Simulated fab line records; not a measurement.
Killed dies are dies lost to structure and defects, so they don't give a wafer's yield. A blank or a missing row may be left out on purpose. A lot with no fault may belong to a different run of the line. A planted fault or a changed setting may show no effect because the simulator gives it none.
Code-filled problem report in 8D (eight disciplines) form + flow sky130 + the parts of the form that need people (team, actions taken, sign-off) are left out

1. THE ISSUE
LDD_P_TW at SKY_LDD_P_TW_MEAS_11 reads a mean of 30 on 3 wafers of 1 lot; wafers without a fault read 635 with a standard deviation of 4.9. So: -99 or more standard deviations from the usual mean.
Earliest sighting: wafer L562.1 on film_metro-01 at day 24 01:44. At this step, 39 wafers from 13 lots have a number in the record. The rule behind "out" and "out of limits": a value lying over 4 standard deviations away from the usual mean. The other wafers with a number count as sound.

2. WHAT IT IS AND WHAT IT IS NOT
| question                    | is                     | is not                                                                          |
|-----------------------------|------------------------|---------------------------------------------------------------------------------|
| which readings at this step | LDD_P_TW               | -                                                                               |
| which lots                  | L562                   | L548, L549, L551, L553, L554, L555, L556, L558, L561, L568, L570, L571          |
| which wafers of those lots  | all that have a number | -                                                                               |
| read on which gauges        | film_metro-01          | film_metro-02, film_metro-03                                                    |
| when                        | from day 24 01:44      | up to then (27 sound wafers); but 9 sound wafers of L568, L570, L571 came after |

3. SUSPECTS, AND WHAT RULES EACH OUT
Counting: a tool at any process step up to the reading remains a suspect when it ran all the lots that are out and ran no sound lot after the first of those.
- the gauge at SKY_LDD_P_TW_MEAS_11: ruled out. All the wafers that are out were read on film_metro-01, but those of them that SKY_LDD_N_STRIP_16 has rows for are out there too, on other tools.
- plasma_asher-02 at SKY_LDD_N_STRIP_16 (strips in O2/N2): ruled out as a lasting fault. Sound lots L571 ran on it after its first lot that is out, L562 (day 22 19:34).
- plasma_asher-03 at SKY_LDD_P_STRIP_10 (strips in O2/N2): ruled out as a lasting fault. Sound lots L568 ran on it after its first lot that is out, L562 (day 24 01:38).
Left after counting: nothing in the record.

4. THE CAUSE (what the simulator had put in)
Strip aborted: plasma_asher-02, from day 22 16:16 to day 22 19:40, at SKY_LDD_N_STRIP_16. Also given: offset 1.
Counting ruled it out, wrongly: the rule takes a fault to strike every lot that its tool runs from its start on, and this one did not.

5. SEQUENCE OF EFFECTS, ordered by route
One row per reading whose mean, taken over the struck wafers that have a number, lies over 3 standard deviations from the usual. Readings are gone through only where the record gives a usual standard deviation; hours: the median, over the lots, of the time from a lot's start at the first step in this table giving one to that lot's start at this step; sigmas: the change measured in usual standard deviations.
| hours | step                 | reading                  | usual        | on struck wafers | change | sigmas      |
|-------|----------------------|--------------------------|--------------|------------------|--------|-------------|
| 0     | SKY_LDD_N_STRIP_16   | chamber_pressure_mTorr   | 1499.9 mTorr | 1516.6           | +16.7  | +13         |
| 0     | SKY_LDD_N_STRIP_16   | oes_product_au           | 0.408 a.u.   | 0.593            | +0.185 | +38         |
| 30    | SKY_LDD_P_STRIP_10   | strip_time_to_endpoint_s | 14.18 s      | 17.83            | +3.65  | +99 or more |
| 30    | SKY_LDD_P_TW_MEAS_11 | LDD_P_TW                 | 635          | 30               | -605   | -99 or more |
The process steps in it:
- SKY_LDD_N_STRIP_16: strips in O2/N2.
- SKY_LDD_P_STRIP_10: strips in O2/N2.
Readings that are blank on the struck wafers while sound wafers have them: strip_time_to_endpoint_s at SKY_LDD_N_STRIP_16.
Later steps that measure or inspect, where all struck wafers having a row at the step show a number for every such reading and not one has moved that far: SKY_LDD_HVN_OVL_MEAS_07.

6. HOW IT WOULD HAVE BEEN CAUGHT EARLIER
In this record the first reading out of limits at a measuring or inspecting step was taken at day 24 01:44, 33 hours after the fault began at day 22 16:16.
At SKY_LDD_N_STRIP_16, the tool's own readings (chamber_pressure_mTorr, oes_product_au) were out on each struck wafer the step has a row for, so an alarm limit on them would have fired on the first such wafer.
